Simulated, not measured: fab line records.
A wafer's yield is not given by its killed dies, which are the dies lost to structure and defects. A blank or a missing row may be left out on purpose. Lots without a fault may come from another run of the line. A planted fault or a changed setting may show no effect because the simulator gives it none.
The tool behind it: which one? | flow sky130 | 15 lots with 45 wafers sampled at 2 steps, on a route of 708 steps

== WHAT THE GAUGES SHOWED, per wafer ==
SKY_LI_CONTACT_THK_MEAS_23: measures by xrf.
lot  | measured     | on            | LI_CONTACT_W_THK (nm)
L720 | day 29 15:10 | film metro-03 | 398 391 399
L722 | day 30 05:53 | film metro-03 | 405 415 404
L723 | day 30 09:43 | film metro-01 | 413 418 418
L724 | day 30 16:10 | film metro-03 | 404 412 408
L727 | day 32 03:12 | film metro-03 | 405 400 402
L728 | day 32 04:39 | film metro-02 | 411 406 404
L729 | day 32 10:59 | film metro-02 | 417 412 428
L733 | day 34 02:35 | film metro-02 | 419 417 422
L735 | day 34 15:40 | film metro-03 | 407 405 414
L736 | day 34 22:10 | film metro-03 | 412 407 403
L737 | day 35 03:59 | film metro-02 | 402 401 412
L738 | day 35 12:28 | film metro-03 | 414 410 400
L739 | day 35 13:58 | film metro-03 | 413 402 404
L741 | day 36 10:56 | film metro-03 | 400 402 401
L743 | day 36 22:34 | film metro-03 | 401 403 405

== EACH LOT AND THE TOOL THAT RAN IT (in order: tool; ch and the chambers of the sampled wafers; start) ==
lot  | SKY_SD_N_EXPOSE_04
L720 | iline stepper-01 ch 0, day 27 16:44
L722 | iline stepper-02 ch 0, day 28 08:49
L723 | iline stepper-01 ch 0, day 28 12:20
L724 | iline stepper-01 ch 0, day 28 19:04
L727 | iline stepper-02, day 30 06:04
L728 | iline stepper-02, day 30 08:44
L729 | iline stepper-02, day 30 15:47
L733 | iline stepper-01 ch 0, day 32 07:19
L735 | iline stepper-02 ch 0, day 32 20:46
L736 | iline stepper-02 ch 0, day 33 03:55
L737 | iline stepper-02 ch 0, day 33 10:04
L738 | iline stepper-01 ch 0, day 33 18:32
L739 | iline stepper-01 ch 0, day 33 19:41
L741 | iline stepper-02 ch 0, day 34 16:31
L743 | iline stepper-02 ch 0, day 35 04:34
- SKY_SD_N_EXPOSE_04: exposes mask NSDM, target cd 380 nm.

== AS READ BY THE TOOLS THEMSELVES (means over the sampled wafers that have a number; for cases with no such wafer, the mark the record gives instead) ==
SKY_SD_N_EXPOSE_04.
lot  | tool             | exposure dose mJ cm2 | focus offset nm (nm)
L720 | iline stepper-01 | 141.04               | -0.5
L722 | iline stepper-02 | 141.23               | -0.8
L723 | iline stepper-01 | 141.06               | 0.1
L724 | iline stepper-01 | 140.88               | -0.3
L727 | iline stepper-02 | -                    | -
L728 | iline stepper-02 | -                    | -
L729 | iline stepper-02 | -                    | -
L733 | iline stepper-01 | 140.94               | -0.4
L735 | iline stepper-02 | 141.06               | -0.1
L736 | iline stepper-02 | 140.91               | -0.4
L737 | iline stepper-02 | 140.94               | -0.5
L738 | iline stepper-01 | 140.92               | -0.2
L739 | iline stepper-01 | 141.15               | -0.4
L741 | iline stepper-02 | 140.96               | -0.2
L743 | iline stepper-02 | 140.94               | -0.1

== THE ANSWER, worked out from the rows above alone ==
Rule: usual is defined by the lots themselves. Put in order of their means at a reading, lots are off if they are a third of the lots or fewer, leave a main group of 4 or more, and stand apart from it by a gap of 3 or more times the standard deviation of the main group's means; of several such gaps the widest counts. The tables above print the reading to a certain number of digits; a main group whose means all agree to those digits is not used. A lot without any number at a reading at which 4 lots or more have one is off too. Any other lot the step has rows for is counted as sound. First the gauges in route order, then the tools' own readings, where a lot's mean is used as printed above. The first step at which some lot is off is used, and at that step the reading that is off furthest; a lot without a number counts as furthest.
Off: L727, L728, L729 (SKY_SD_N_EXPOSE_04, exposure dose mJ cm2). Without a number there: L727, L728, L729. The main group: mean 141.00, standard deviation 0.1.
If a tool, at that step or one of the process steps before it, ran each lot that is off and ran no sound lot following the first of them, it fits. Not one of the candidates tried fits.

== WHAT HAD BEEN PUT IN BY THE SIMULATOR ==
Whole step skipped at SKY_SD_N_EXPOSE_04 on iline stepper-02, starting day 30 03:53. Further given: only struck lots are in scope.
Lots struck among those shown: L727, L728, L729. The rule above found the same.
